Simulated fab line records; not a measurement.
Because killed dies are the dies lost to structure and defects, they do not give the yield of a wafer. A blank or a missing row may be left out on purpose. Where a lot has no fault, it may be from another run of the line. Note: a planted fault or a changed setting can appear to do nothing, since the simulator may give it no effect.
Which tool did it? | flow gf180mcu | Sampling: 11 lots, 33 wafers, 3 of 602 route steps

WHAT EACH GAUGE READ, for each wafer
GF_V4_OVL_MEAS_15.
lot  | measured     | on         | V4_OVL (nm)
L964 | day 24 21:58 | overlay-02 | 4 3 -3
L968 | day 26 03:59 | overlay-01 | -5 -3 -8
L971 | day 27 06:29 | overlay-01 | 8 11 8
L975 | day 28 15:46 | overlay-02 | 5 4 4
L976 | day 28 16:53 | overlay-02 | -7 -8 -9
L978 | day 29 10:04 | overlay-01 | 0 8 8
L982 | day 30 13:31 | overlay-02 | -4 -8 -9
L983 | day 30 18:11 | overlay-02 | -2 2 2
L984 | day 30 21:31 | overlay-02 | -13 -12 -10
L985 | day 30 23:55 | overlay-02 | 12 9 10
L986 | day 31 09:53 | overlay-02 | 4 2 -4

WHICH TOOL RAN EACH LOT (tool, then ch and the chambers of the sampled wafers, then the start)
lot  | GF_M4_SPUTTER_00             | GF_V4_CVD_02
L964 | pvd sputter-02, day 23 00:32 | pecvd-01 ch 0,2, day 23 23:46
L968 | pvd sputter-01, day 24 07:05 | pecvd-02 ch 1,2, day 25 06:18
L971 | pvd sputter-04, day 25 11:04 | pecvd-03 ch 0,1, day 26 09:22
L975 | pvd sputter-02, day 26 23:17 | pecvd-02 ch 0,1,2, day 27 20:14
L976 | pvd sputter-04, day 27 00:25 | pecvd-01 ch 0,2, day 27 21:07
L978 | pvd sputter-02, day 27 17:58 | pecvd-01 ch 0,1, day 28 14:14
L982 | pvd sputter-01, day 28 22:50 | pecvd-01 ch 1,2, day 29 18:53
L983 | pvd sputter-04, day 29 03:25 | pecvd-02 ch 1,2, day 29 23:23
L984 | pvd sputter-01, day 29 07:38 | pecvd-01 ch 0,2, day 30 03:19
L985 | pvd sputter-02, day 29 09:28 | pecvd-02 ch 0,1,2, day 30 05:30
L986 | pvd sputter-02, day 29 19:48 | pecvd-02 ch 0,2, day 30 15:25
- GF_M4_SPUTTER_00: material Ti, target thk 37.5 nm, time 150 s.
- GF_V4_CVD_02: deposits SiO2 from TEOS, target thk 850 nm, time 94.851 s.

THE ANSWER, worked out from the rows above alone
Rule: the usual values come from the lots themselves. Put in order of their means at a reading, lots are off if they are a third of the lots or fewer, leave a main group of 4 or more, and stand apart from it by a gap of 3 or more times the standard deviation of the main group's means; of several such gaps the widest counts. A main group whose means are all the same, to the digits that the tables above print for the reading, isn't used. Also off: a lot with no number at a reading for which 4 or more lots have one. All remaining lots with rows at the step are treated as sound.
No lot is off at any reading shown: from this, nothing can be told.

WHAT HAD BEEN PUT IN BY THE SIMULATOR
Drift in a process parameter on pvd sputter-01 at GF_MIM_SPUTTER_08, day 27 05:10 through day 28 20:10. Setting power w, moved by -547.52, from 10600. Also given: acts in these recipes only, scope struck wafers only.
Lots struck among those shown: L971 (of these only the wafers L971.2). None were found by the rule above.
